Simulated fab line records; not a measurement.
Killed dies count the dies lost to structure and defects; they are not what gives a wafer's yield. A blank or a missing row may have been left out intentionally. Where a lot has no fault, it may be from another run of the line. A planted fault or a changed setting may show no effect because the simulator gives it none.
Problem report in the 8D (eight disciplines) form, filled by code	flow sky130	the parts of the form that need people (team, actions taken, sign-off) are left out

1. WHAT IS WRONG
Mean of beam-energy-keV at SKY_VT_ADJUST_LVTN_IMPLANT_08: 31.408 across 6 wafers in 2 lots; on wafers with no fault it is 30.000 (standard deviation 0.011). That is +99 or more standard deviations from the usual mean.
Earliest sighting: wafer L450.3 on implanter-03 at day 10 02:27. The record has a number at this step for 18 wafers belonging to 6 lots. Rule for "out" (also "out of limits"): further than 4 standard deviations from the usual mean. The rest of the wafers with a number are treated as sound.

2. WHAT IT IS, WHAT IT ISN'T
question	is	is not
which readings at this step	beam-energy-keV	-
which lots	L450, L454	L438, L447, L451, L460
which wafers of those lots	all that have a number	-
read on which tools	implanter-03	implanter-02
when	from day 10 02:27	up to then (6 sound wafers); but 6 sound wafers of L451, L460 came after

3. WHAT RULES OUT EACH SUSPECT
Counting: a tool at any process step up to the reading remains a suspect when it ran all the lots that are out and ran no sound lot after the first of those.
- implanter-03 at SKY_VT_ADJUST_LVTN_IMPLANT_08: kept. All lots that are out passed through it, beginning with L450 at day 10 02:27, and no sound lot followed; its final sound lot before that point was L447 at day 9 10:00. Its own beam-energy-keV readings are out on those wafers.
After counting, what remains is implanter-03 at SKY_VT_ADJUST_LVTN_IMPLANT_08.

4. THE CAUSE (what the simulator had put in)
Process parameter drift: implanter-03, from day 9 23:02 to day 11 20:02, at SKY_VT_ADJUST_LVTN_IMPLANT_08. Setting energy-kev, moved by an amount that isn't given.
This tool alone remained once counting was done.

5. SEQUENCE OF EFFECTS, ordered by route
Each row: a reading whose mean over the struck wafers that have a number lies more than 3 standard deviations from the usual. Only readings whose record carries a usual standard deviation are examined. hours: median over the lots of the time between each lot's start at the first step of this table that gives one and its start at this step. sigmas: the change, counted in usual standard deviations.
hours	step	reading	usual	on struck wafers	change	sigmas
0	SKY_VT_ADJUST_LVTN_IMPLANT_08	beam-energy-keV	30.000	31.408	+1.408	+99 or more
The process steps in it:
- SKY_VT_ADJUST_LVTN_IMPLANT_08

6. WHAT WOULD HAVE CAUGHT IT SOONER
First out-of-limits reading in this record: day 10 02:27, which is 3 hours after fault onset at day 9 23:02.
